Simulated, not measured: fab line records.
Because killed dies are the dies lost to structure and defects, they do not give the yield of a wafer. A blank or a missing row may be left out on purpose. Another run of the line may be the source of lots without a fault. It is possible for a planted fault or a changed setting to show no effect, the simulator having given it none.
Which tool did it? | flow sky130 | Sampling: 12 lots, 36 wafers, 2 of 708 route steps

WHAT EACH GAUGE READ, for each wafer
SKY_METAL2_RS_MEAS_05: uses a four-point probe to measure.
lot  | measured     | on           | METAL2_ALCU_RS (ohm/sq)
L075 | day 34 11:28 | filmMetro-04 | 0.1262 0.1237 0.1263
L077 | day 34 23:14 | filmMetro-02 | 0.1268 0.1251 0.1264
L079 | day 35 15:08 | filmMetro-02 | 0.1270 0.1269 0.1262
L081 | day 36 19:23 | filmMetro-03 | 0.1263 0.1262 0.1259
L083 | day 36 22:08 | filmMetro-03 | 0.1265 0.1255 0.1262
L085 | day 37 11:39 | filmMetro-02 | 0.1283 0.1286 0.1289
L087 | day 38 09:25 | filmMetro-04 | 0.1287 0.1284 0.1285
L089 | day 38 18:31 | filmMetro-04 | 0.1268 0.1276 0.1273
L091 | day 39 11:24 | filmMetro-02 | 0.1275 0.1264 0.1260
L093 | day 39 18:53 | filmMetro-03 | 0.1250 0.1251 0.1247
L095 | day 40 12:23 | filmMetro-04 | 0.1274 0.1289 0.1270
L097 | day 40 23:48 | filmMetro-02 | 0.1260 0.1272 0.1267

WHICH TOOL RAN EACH LOT (tool, then ch and the chambers of the sampled wafers, then the start)
lot  | SKY_VIA1_ETCH_14
L075 | rieDiel-03 ch 0,1,2, day 34 09:57
L077 | rieDiel-03 ch 0,1,2, day 34 21:45
L079 | rieDiel-01 ch 0,1, day 35 13:39
L081 | rieDiel-02 ch 0,1,3, day 36 17:53
L083 | rieDiel-01 ch 0,1,2, day 36 20:41
L085 | rieDiel-01 ch 1,3, day 37 10:09
L087 | rieDiel-01 ch 0,1,2, day 38 07:57
L089 | rieDiel-02 ch 0,1,2, day 38 16:57
L091 | rieDiel-03 ch 0,2,3, day 39 09:33
L093 | rieDiel-01 ch 0,1,3, day 39 17:26
L095 | rieDiel-03 ch 1,2,3, day 40 10:54
L097 | rieDiel-01 ch 1,2, day 40 22:05
- SKY_VIA1_ETCH_14: etches BARC in N2/H2, stops on SiO2, time 45.9 s, target depth 60 nm.

THE ANSWER, worked out from the rows above alone
Rule: usual is defined by the lots themselves. The widest of any qualifying gaps counts: lots, ordered by their means at a reading, are off when they make up no more than a third of the lots, leave a main group of 4 or more, and stand apart from it by 3 or more times the standard deviation of that group's means. A main group whose means are all the same, to the digits that the tables above print for the reading, isn't used. A lot without any number at a reading at which 4 lots or more have one is off too. The other lots that the step has rows for count as sound.
No lot is off at any reading shown: from this, nothing can be told.

WHAT THE SIMULATOR HAD INSERTED
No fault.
